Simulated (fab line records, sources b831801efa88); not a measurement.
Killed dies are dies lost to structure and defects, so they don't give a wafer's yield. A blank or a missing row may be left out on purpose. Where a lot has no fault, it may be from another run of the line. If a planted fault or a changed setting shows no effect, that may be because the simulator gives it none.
2 desks, one fault | flow gf180mcu | what lay behind the numbers comes last; until then each desk has only its own

== AT THE TOOL OWNER'S DESK: implanter-03 ==
For each lot that ran on this tool, the mean over its sampled wafers that have a number, from the tool's own readings at GF_VT_IMPLANT_IMPLANT_19. The brackets show how far a lot's mean lies from the usual mean; more than 4 standard deviations puts the lot out of limits, marked OUT.
Columns: A = beam-energy-keV at GF_VT_IMPLANT_IMPLANT_19, usual 100.00; B = beam-on-s at GF_VT_IMPLANT_IMPLANT_19, usual 10.00 s; C = tilt-deg at GF_VT_IMPLANT_IMPLANT_19, usual 6.999 degrees
lot  | first seen here | A                       | B     | C
L468 | day 6 10:17     | 100.01                  | 10.02 | 7.009
L469 | day 6 20:40     | 100.04                  | 10.03 | 6.993
L470 | day 7 00:25     | 100.01                  | 10.02 | 7.003
L474 | day 8 03:01     | 91.74 (-99 or more) OUT | 10.07 | 7.006
L476 | day 8 14:20     | 91.79 (-99 or more) OUT | 9.93  | 6.987
L486 | day 11 06:59    | 100.01                  | 9.94  | 6.992
L487 | day 11 14:52    | 100.00                  | 10.03 | 7.017
Finding of this desk: L474, L476 out of limits; the first was L474 at day 8 03:01, on beam-energy-keV at GF_VT_IMPLANT_IMPLANT_19. L468, L469, L470, L486, L487 stayed within limits.

== METROLOGY DESK ==
Lot by lot, what the gauges showed, no matter which tool ran the lot: averages of those sampled wafers that carry a number. The brackets show how far a lot's mean lies from the usual mean; more than 4 standard deviations puts the lot out of limits, marked OUT.
Columns: A = VT_IMPLANT_2_TW at GF_VT_IMPLANT_TW_MEAS_21, usual 1222; B = PSD_OVL at GF_PSD_OVL_MEAS_08, usual 0.0 nm; C = PSD_RS at GF_PSD_RS_MEAS_15, usual 107.73 ohm/sq
lot  | first seen here | A               | B    | C
L467 | day 6 06:34     | 1230            | -1.1 | 107.46
L468 | day 6 10:31     | 1234            | -0.1 | 107.91
L469 | day 6 20:52     | 1199            | -2.9 | 107.40
L470 | day 7 00:39     | 1224            | -1.0 | 107.70
L474 | day 8 03:15     | 1198            | 2.7  | 107.98
L476 | day 8 14:34     | 1171 (-4.2) OUT | 2.2  | 107.85
L480 | day 9 15:20     | 1235            | -0.3 | 107.77
L484 | day 10 17:32    | 1226            | 0.4  | 107.99
L485 | day 11 00:54    | 1237            | -1.6 | 107.69
L486 | day 11 07:14    | 1208            | 0.2  | 107.87
L487 | day 11 15:07    | 1226            | -1.2 | 107.94
L488 | day 11 18:52    | 1205            | 2.7  | 107.58
L490 | day 12 14:46    | 1220            | 0.7  | 107.90
This desk's finding: out of limits on L476; first on L476, day 8 14:34 (VT_IMPLANT_2_TW at GF_VT_IMPLANT_TW_MEAS_21). L467, L468, L469, L470, L474, L480, L484, L485, L486, L487, L488, L490 stayed within limits.

== ALL TOGETHER ==
The tool owner's desk could have raised an alarm at day 8 03:01, on L474, L476.
L476 would have let the metrology desk raise an alarm at day 8 14:34.
The metrology desk has L474 on record, within its limits.
Every lot named ran GF_VT_IMPLANT_IMPLANT_19 on implanter-03.

== WHAT THE SIMULATOR HAD INSERTED ==
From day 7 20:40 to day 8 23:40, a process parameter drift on implanter-03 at GF_VT_IMPLANT_IMPLANT_19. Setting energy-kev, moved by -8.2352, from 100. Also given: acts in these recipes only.
Struck lots among those shown: L474, L476.
Delay (hours) between the fault's onset and each desk's first out-of-limits reading: 6 at the tool owner's desk, 18 at the metrology desk.
